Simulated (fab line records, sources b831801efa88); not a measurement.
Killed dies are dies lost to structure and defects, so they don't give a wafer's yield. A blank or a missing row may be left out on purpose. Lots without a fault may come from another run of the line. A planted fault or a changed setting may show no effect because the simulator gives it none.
Which tool did it? | flow sky130 | 10 lots, 30 wafers sampled, at 5 steps of a route of 708

WHAT THE GAUGES READ, wafer by wafer
SKY_METAL5_THK_MEAS_06: measures by xrf. Usual: METAL5_ALCU_THK 1148 nm, standard deviation 12.
lot  | measured     | on            | METAL5_ALCU_THK (nm) | flag
L862 | day 42 15:31 | film_metro-02 | 1158 1148 1156       |
L863 | day 42 21:10 | film_metro-02 | 1155 1146 1151       |
L865 | day 43 18:53 | film_metro-03 | 1351 1374 1348       | OFF
L866 | day 44 01:46 | film_metro-01 | 1383 1375 1364       | OFF
L867 | day 44 02:13 | film_metro-01 | 1332 1332 1351       | OFF
L877 | day 46 18:32 | film_metro-02 | 1137 1136 1136       |
L878 | day 47 03:20 | film_metro-01 | 1156 1151 1156       |
L881 | day 47 18:04 | film_metro-02 | 1158 1154 1140       |
L884 | day 48 10:35 | film_metro-02 | 1132 1139 1141       |
L885 | day 48 12:44 | film_metro-02 | 1147 1167 1149       |

WHICH TOOL RAN EACH LOT (tool, then ch and the chambers of the sampled wafers, then the start)
lot  | SKY_METAL4_SPUTTER_02        | SKY_VIA4_ETCH_12                   | SKY_METAL5_SPUTTER_02        | SKY_METAL5_SPUTTER_04
L862 | pvd_sputter-03, day 39 10:50 | rie_diel-02 ch 2,3, day 42 13:50   | pvd_sputter-04, day 42 15:17 | pvd_sputter-04, day 42 15:21
L863 | pvd_sputter-03, day 39 16:28 | rie_diel-01 ch 0,2, day 42 19:29   | pvd_sputter-01, day 42 20:56 | pvd_sputter-01, day 42 21:00
L865 | pvd_sputter-01, day 40 14:26 | rie_diel-02 ch 0,1,3, day 43 16:53 | pvd_sputter-01, day 43 18:38 | pvd_sputter-01, day 43 18:43
L866 | pvd_sputter-03, day 40 22:11 | rie_diel-04 ch 0,3, day 44 00:02   | pvd_sputter-01, day 44 01:31 | pvd_sputter-01, day 44 01:35
L867 | pvd_sputter-01, day 40 23:25 | rie_diel-01 ch 1,2, day 44 00:30   | pvd_sputter-04, day 44 01:58 | pvd_sputter-04, day 44 02:02
L877 | pvd_sputter-04, day 43 22:21 | rie_diel-04 ch 0,1,3, day 46 16:54 | pvd_sputter-04, day 46 18:19 | pvd_sputter-04, day 46 18:23
L878 | pvd_sputter-03, day 44 07:56 | rie_diel-01 ch 1,2, day 47 01:38   | pvd_sputter-01, day 47 03:05 | pvd_sputter-01, day 47 03:10
L881 | pvd_sputter-01, day 44 23:49 | rie_diel-01 ch 1,2, day 47 15:24   | pvd_sputter-01, day 47 17:50 | pvd_sputter-01, day 47 17:53
L884 | pvd_sputter-03, day 45 18:49 | rie_diel-04 ch 0,1, day 48 08:47   | pvd_sputter-04, day 48 10:20 | pvd_sputter-04, day 48 10:25
L885 | pvd_sputter-04, day 45 20:12 | rie_diel-01 ch 1,2, day 48 11:05   | pvd_sputter-01, day 48 12:30 | pvd_sputter-01, day 48 12:34
- SKY_METAL4_SPUTTER_02: material AlCu, target thk 735 nm, time 39.1 s.
- SKY_VIA4_ETCH_12: etches SiO2 in C4F8/O2/Ar, stops on TiN, target depth 580 nm.
- SKY_METAL5_SPUTTER_02: material AlCu, target thk 1150 nm, time 61.2 s.
- SKY_METAL5_SPUTTER_04: material TiN, target thk 70 nm, time 58.3 s.

WHAT THE TOOLS THEMSELVES READ (means of the sampled wafers that have a number; where no wafer has one, the mark that the record gives instead)
SKY_METAL4_SPUTTER_02. Usual: cathode_dc_power_W 10600 W, standard deviation 2; chamber_pressure_pa 0.4000 Pa, standard deviation 0.00094; throttle_valve_pct 29.5 %, standard deviation 0.86.
lot  | tool           | cathode_dc_power_W (W) | chamber_pressure_pa (Pa) | throttle_valve_pct (%) | flag
L862 | pvd_sputter-03 | 10600                  | 0.3999                   | 28.7                   |
L863 | pvd_sputter-03 | 10600                  | 0.3999                   | 29.3                   |
L865 | pvd_sputter-01 | 10601                  | 0.4003                   | 30.0                   |
L866 | pvd_sputter-03 | 10602                  | 0.4008                   | 29.3                   |
L867 | pvd_sputter-01 | 10601                  | 0.3999                   | 31.4                   |
L877 | pvd_sputter-04 | 10602                  | 0.4000                   | 29.4                   |
L878 | pvd_sputter-03 | 10601                  | 0.3995                   | 29.0                   |
L881 | pvd_sputter-01 | 10602                  | 0.3997                   | 30.5                   |
L884 | pvd_sputter-03 | 10601                  | 0.3988                   | 29.4                   |
L885 | pvd_sputter-04 | 10600                  | 0.4000                   | 29.5                   |

SKY_VIA4_ETCH_12. Usual: oes_product_au 0.926 a.u., standard deviation 0.0046.
lot  | tool        | oes_product_au (a.u.) | flag
L862 | rie_diel-02 | 0.922                 |
L863 | rie_diel-01 | 0.924                 |
L865 | rie_diel-02 | 0.924                 |
L866 | rie_diel-04 | 0.927                 |
L867 | rie_diel-01 | 0.926                 |
L877 | rie_diel-04 | 0.923                 |
L878 | rie_diel-01 | 0.925                 |
L881 | rie_diel-01 | 0.924                 |
L884 | rie_diel-04 | 0.923                 |
L885 | rie_diel-01 | 0.923                 |

SKY_METAL5_SPUTTER_02. Usual: cathode_dc_power_W 10600 W, standard deviation 2.1; chamber_pressure_pa 0.3999 Pa, standard deviation 0.00083; throttle_valve_pct 29.9 %, standard deviation 0.96.
lot  | tool           | cathode_dc_power_W (W) | chamber_pressure_pa (Pa) | throttle_valve_pct (%) | flag
L862 | pvd_sputter-04 | 10601                  | 0.4002                   | 30.0                   |
L863 | pvd_sputter-01 | 10599                  | 0.3998                   | 30.2                   |
L865 | pvd_sputter-01 | 10600                  | 0.3998                   | 30.2                   |
L866 | pvd_sputter-01 | 10602                  | 0.4004                   | 30.2                   |
L867 | pvd_sputter-04 | 10599                  | 0.4006                   | 29.9                   |
L877 | pvd_sputter-04 | 10601                  | 0.3997                   | 29.9                   |
L878 | pvd_sputter-01 | 10601                  | 0.4008                   | 29.4                   |
L881 | pvd_sputter-01 | 10600                  | 0.4003                   | 29.9                   |
L884 | pvd_sputter-04 | 10600                  | 0.3998                   | 29.7                   |
L885 | pvd_sputter-01 | 10601                  | 0.3996                   | 30.2                   |

SKY_METAL5_SPUTTER_04. Usual: cathode_dc_power_W 6499.9 W, standard deviation 1.1; chamber_pressure_pa 0.4000 Pa, standard deviation 0.0008; throttle_valve_pct 29.9 %, standard deviation 0.96.
lot  | tool           | cathode_dc_power_W (W) | chamber_pressure_pa (Pa) | throttle_valve_pct (%) | flag
L862 | pvd_sputter-04 | 6499.4                 | 0.3999                   | 29.9                   |
L863 | pvd_sputter-01 | 6500.4                 | 0.4004                   | 30.2                   |
L865 | pvd_sputter-01 | -                      | -                        | -                      | OFF
L866 | pvd_sputter-01 | -                      | -                        | -                      | OFF
L867 | pvd_sputter-04 | -                      | -                        | -                      | OFF
L877 | pvd_sputter-04 | 6501.2                 | 0.4001                   | 30.0                   |
L878 | pvd_sputter-01 | 6498.6                 | 0.3995                   | 29.3                   |
L881 | pvd_sputter-01 | 6499.8                 | 0.3996                   | 30.1                   |
L884 | pvd_sputter-04 | 6499.2                 | 0.3993                   | 29.6                   |
L885 | pvd_sputter-01 | 6499.5                 | 0.4004                   | 30.1                   |

THE ANSWER, worked out from the rows above alone
Rule: a lot is off if the mean of its wafers that have a number lies more than 3 standard deviations from the usual mean. A lot without any number at a reading at which 4 lots or more have one is off too. The other lots that the step has rows for count as sound. The gauges are gone through in route order, then the tools' own readings, and for those a lot's mean is taken as printed above. The first step at which some lot is off is used, and at that step the reading that is off furthest; a lot without a number counts as furthest.
Off: L865, L866, L867, at SKY_METAL5_THK_MEAS_06 (METAL5_ALCU_THK).
A tool fits if, at a process step before that reading, it ran every lot that is off, and no sound lot after the first of them. The gauges at SKY_METAL5_THK_MEAS_06 aren't tried: what is off there is off at SKY_METAL5_SPUTTER_04 too, on other tools, and a gauge's error can't cause that. None of those tried fits.

WHAT THE SIMULATOR HAD PUT IN
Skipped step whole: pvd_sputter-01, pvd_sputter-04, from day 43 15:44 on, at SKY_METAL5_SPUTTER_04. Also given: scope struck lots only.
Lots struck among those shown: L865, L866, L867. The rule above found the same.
